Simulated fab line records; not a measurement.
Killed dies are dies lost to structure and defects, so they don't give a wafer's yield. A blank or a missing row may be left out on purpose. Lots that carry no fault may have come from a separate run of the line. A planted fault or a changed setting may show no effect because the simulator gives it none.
A lot that was struck, set against a sound lot ; flow sky130 ; 24 steps out of a route of 708
Sound: these wafers, L865.1, L865.4, L865.6. The struck wafers were L863.4, L863.5, L863.6. The cause comes at the end.
Each step with rows lists, per side, the tool, then ch with its chambers, then its first start. Under that, the readings that differ: sound wafers ; struck wafers ; difference of the means ; sigmas: that difference in standard deviations of wafers without a fault.
alike: words and numbers the same on both sides, and readings whose means are apart by under 2 such deviations; not compared: readings that were withheld, readings missing a value for some wafer, numbers with overlapping values and no deviation given by the record, and bounds like >300 which may hide the same value.
The two part at a step that has a row with sigmas, a row that says differs or no value, or rows on one side only. Non-overlapping numbers with no deviation appear without sigmas and do not part them. A reading that every wafer of one side lacks parts them only if that side has two wafers or more.

SKY_LI_CONTACT_SPUTTER_19: material Ti, target thk 20 nm, time 106.37 s.
  sound: pvd-sputter-04 at day 33 10:26; struck: pvd-sputter-04 at day 32 20:22
  alike: throttle-valve-pct
SKY_LI_CONTACT_SPUTTER_20: material TiN, target thk 20 nm, time 80 s.
  sound: pvd-sputter-04 at day 33 10:30; struck: pvd-sputter-04 at day 32 20:26
  alike: throttle-valve-pct
SKY_LI_CONTACT_CVD_21: deposits W, target thk 400 nm, time 120.56 s.
  sound on cvd-w-02 ch 0,1, day 33 10:34; struck on cvd-w-01 ch 0,1, day 32 20:33
  alike: heater-power-w
SKY_LI_CONTACT_RS_MEAS_22: measures by four-point-probe.
  sound: film-metro-03 at day 33 10:41; struck: film-metro-01 at day 32 20:41
  alike: LI_CONTACT_W_RS
SKY_LI_CONTACT_THK_MEAS_23: measures by xrf.
  sound: film-metro-03 at day 33 10:49; struck: film-metro-01 at day 32 20:47
  alike: LI_CONTACT_W_THK
SKY_LI_CONTACT_CMP_24: polishes, stops on PSG, t overpolish 20 s, target thk 0 nm.
  sound on cmp-02 ch 0,1,2, day 33 10:52; struck on cmp-01 ch 0,1,3, day 32 20:58
  alike: motor-current-A, overpolish-run-s, retaining-ring-pressure-frac, slurry-flow-ml-min, time-to-endpoint-s
then, 1 step without rows for these wafers: SKY_LOCAL_INTERCONNECT_SPUTTER_00 (material TiN, target thk 100 nm, time 83.3 s).
SKY_LOCAL_INTERCONNECT_RS_MEAS_01: measures by four-point-probe.
  sound: film-metro-04 at day 33 11:14; struck: film-metro-03 at day 32 21:14
  alike: LOCAL_INTERCONNECT_TIN_RS
SKY_LOCAL_INTERCONNECT_THK_MEAS_02: measures by xrf.
  sound: film-metro-04 at day 33 11:21; struck: film-metro-03 at day 32 21:19
  alike: LOCAL_INTERCONNECT_TIN_THK
then, 3 steps without rows for these wafers: SKY_LOCAL_INTERCONNECT_DEHYDRATE_03 (time 60 s); SKY_LOCAL_INTERCONNECT_HMDS_04 (prime time 60 s); SKY_LOCAL_INTERCONNECT_COAT_05 (resist thk 60 nm).
SKY_LOCAL_INTERCONNECT_COAT_06: resist thk 450 nm.
  sound on litho-track-03 ch 0, day 34 00:00; struck on litho-track-04 ch 0, day 33 10:00
reading;sound;struck;difference;sigmas
spin-speed-rpm (rpm);3000.4 3003.5 2997.1;3243.1 3239.2 3241.8;+241.0;+99 or more
model.KrF-thick_of_LOCAL_INTERCONNECT_COAT_06.thk-nm (nm);449.3 449.6 449.4;437 435.3 435.3;-14;
then, 4 steps without rows for these wafers: SKY_LOCAL_INTERCONNECT_SOFTBAKE_07 (time 90 s); SKY_LOCAL_INTERCONNECT_EXPOSE_08 (exposes mask LI1M, target cd 170 nm); SKY_LOCAL_INTERCONNECT_PEB_09; SKY_LOCAL_INTERCONNECT_DEVELOP_10 (develop time 60 s).
SKY_LOCAL_INTERCONNECT_CD_MEAS_11 targets a cd of 170 nm.
  sound: cd-sem-01 at day 34 13:40; struck: cd-sem-02 at day 34 00:19
reading;sound;struck;difference;sigmas
cd-nm (nm);172.6 172.3 172.6;169.8 168.7 169.1;-3.3;-2
SKY_LOCAL_INTERCONNECT_OVL_MEAS_12:
  sound: overlay-01 at day 34 13:47; struck: overlay-01 at day 34 00:24
  alike: LOCAL_INTERCONNECT_OVL
SKY_LOCAL_INTERCONNECT_ETCH_13: etches BARC in N2/H2, stops on SiO2, time 45.9 s, target depth 60 nm.
  sound on rie-metal-04 ch 0,1, day 34 13:50; struck on rie-metal-02 ch 0,1, day 34 00:26
  alike: drypump-motor-current-A, h2-flow-sccm, oes-product-au, throttle-valve-pct
  not compared: rf-hours-counter-h
SKY_LOCAL_INTERCONNECT_METAL_ETCH_14: etches TiN in Cl2/BCl3, stops on PSG, target depth 110 nm, time 31.4 s.
  sound on rie-metal-04 ch 0,1, day 34 13:53; struck on rie-metal-02 ch 0,1, day 34 00:30
reading;sound;struck;difference;sigmas
model.KrF-thick_of_LOCAL_INTERCONNECT_COAT_06.thk-nm (nm);347.7 349.3 347.7;335.6 333.9 335;-13.4;
  alike: drypump-motor-current-A, oes-product-au, throttle-valve-pct
  not compared: rf-hours-counter-h
SKY_LOCAL_INTERCONNECT_STRIP_15: strips in O2/N2.
  sound on plasma-asher-02 ch 0, day 34 13:56; struck on plasma-asher-02 ch 0,1, day 34 00:34
reading;sound;struck;difference;sigmas
strip-time-to-endpoint-s (s);4.714 4.723 4.708;4.594 4.570 4.577;-0.135;-7
  alike: drypump-motor-current-A, oes-product-au
  not compared: rf-hours-counter-h
then, 1 step without rows for these wafers: SKY_LOCAL_INTERCONNECT_STRIP_16 (strips in post etch residue remover, time 1200 s).
SKY_PAD_OPEN_PROBE_99:
  the record has rows for the sound wafers here (prober-02, day 48 19:46) and none for the struck ones

WHERE THEY PART
Last at SKY_PAD_OPEN_PROBE_99 as far as this record goes, first at SKY_LOCAL_INTERCONNECT_COAT_06.

WHY: what the simulator had put in
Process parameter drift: litho-track-04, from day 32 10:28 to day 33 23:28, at SKY_LOCAL_INTERCONNECT_COAT_06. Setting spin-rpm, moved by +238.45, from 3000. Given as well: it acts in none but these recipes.
